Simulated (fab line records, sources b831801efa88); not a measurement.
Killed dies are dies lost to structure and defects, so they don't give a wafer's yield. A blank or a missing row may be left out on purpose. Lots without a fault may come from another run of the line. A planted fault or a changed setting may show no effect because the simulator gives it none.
Which tool did it? | flow sky130 | 6 lots, 18 wafers sampled, at 1 step of a route of 708

WHAT THE GAUGES READ, wafer by wafer
SKY_LOCAL_INTERCONNECT_CD_MEAS_11: target cd 170 nm.
lot  | measured     | on        | cd_nm (nm)
L211 | day 30 12:45 | cd_sem-01 | 170.6 170.1 169.2
L218 | day 33 03:24 | cd_sem-01 | 170.2 169.6 170.9
L222 | day 34 21:53 | cd_sem-01 | 171.8 172.8 170.5
L224 | day 35 18:46 | cd_sem-01 | 171.5 172.2 172.5
L230 | day 36 20:58 | cd_sem-02 | 171.9 170.6 169.8
L232 | day 37 10:39 | cd_sem-01 | 171.8 171.8 172.7

WHICH TOOL RAN EACH LOT (tool, then ch and the chambers of the sampled wafers, then the start)
The record holds no process step before these readings.

THE ANSWER, worked out from the rows above alone
Rule: what is usual is taken from the lots themselves. Put in order of their means at a reading, lots are off if they are a third of the lots or fewer, leave a main group of 4 or more, and stand apart from it by a gap of 3 or more times the standard deviation of the main group's means; of several such gaps the widest counts. A main group whose means are all the same, to the digits that the tables above print for the reading, isn't used. A lot without any number at a reading at which 4 lots or more have one is off too. The other lots that the step has rows for count as sound.
No lot is off at any reading shown: from this, nothing can be told.

WHAT THE SIMULATOR HAD PUT IN
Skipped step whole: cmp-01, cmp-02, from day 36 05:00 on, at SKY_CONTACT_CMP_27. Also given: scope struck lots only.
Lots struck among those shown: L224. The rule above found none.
